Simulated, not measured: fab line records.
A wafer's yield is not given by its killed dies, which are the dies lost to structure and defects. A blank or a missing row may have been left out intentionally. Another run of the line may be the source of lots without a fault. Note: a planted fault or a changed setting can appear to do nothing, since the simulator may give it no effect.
Matching of chambers + flow sky130 + SKY_CAP2M_CVD_00 on pecvd-03: 3 sister chambers
The step deposits SiO2, target thk 15.5 nm. 6 wafers are shown with their chamber, then 7 later ones without.

== EACH WAFER AND ITS CHAMBER ==
| wafer  | chamber | heater-power-w (W) |
|--------|---------|--------------------|
| L087.6 | 2       | 654                |
| L088.1 | 0       | 745                |
| L088.5 | 2       | 727                |
| L088.6 | 1       | 687                |
| L091.1 | 1       | 728                |
| L091.3 | 0       | 611                |

== WAFERS WHOSE CHAMBER IS MISSING ==
| wafer  | heater-power-w (W) |
|--------|--------------------|
| L091.5 | 631                |
| L093.1 | 714                |
| L093.4 | 667                |
| L093.5 | 657                |
| L095.2 | 701                |
| L095.5 | 665                |
| L095.6 | 699                |

== WHICH CHAMBER EACH WENT THROUGH ==
| wafer  | from the rows above          | in truth |
|--------|------------------------------|----------|
| L091.5 | can't be placed: 0 or 2 or 1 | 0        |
| L093.1 | can't be placed: 1 or 2 or 0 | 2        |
| L093.4 | can't be placed: 0 or 2 or 1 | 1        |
| L093.5 | can't be placed: 0 or 2 or 1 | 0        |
| L095.2 | can't be placed: 1 or 2 or 0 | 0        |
| L095.5 | can't be placed: 0 or 2 or 1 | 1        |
| L095.6 | can't be placed: 1 or 2 or 0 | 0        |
Placed correctly: 0 of 7. Not placeable from these rows: 7 (in 7, the candidates include the true chamber). Placed wrongly: 0.
How it was worked out, from the rows above alone: a wafer's distance from a chamber is the root of the sum, over the readings, of the square of ((its reading less the chamber's mean) divided by the reading's scatter). The wafer belongs to the nearest chamber; if the next one is less than 2 further off, it can't be placed. The mean given for a chamber averages the wafers shown for that chamber. The scatter is the square root of a quotient: the sum, over the shown wafers, of each reading's squared deviation from its chamber's mean, divided by wafers minus chambers.
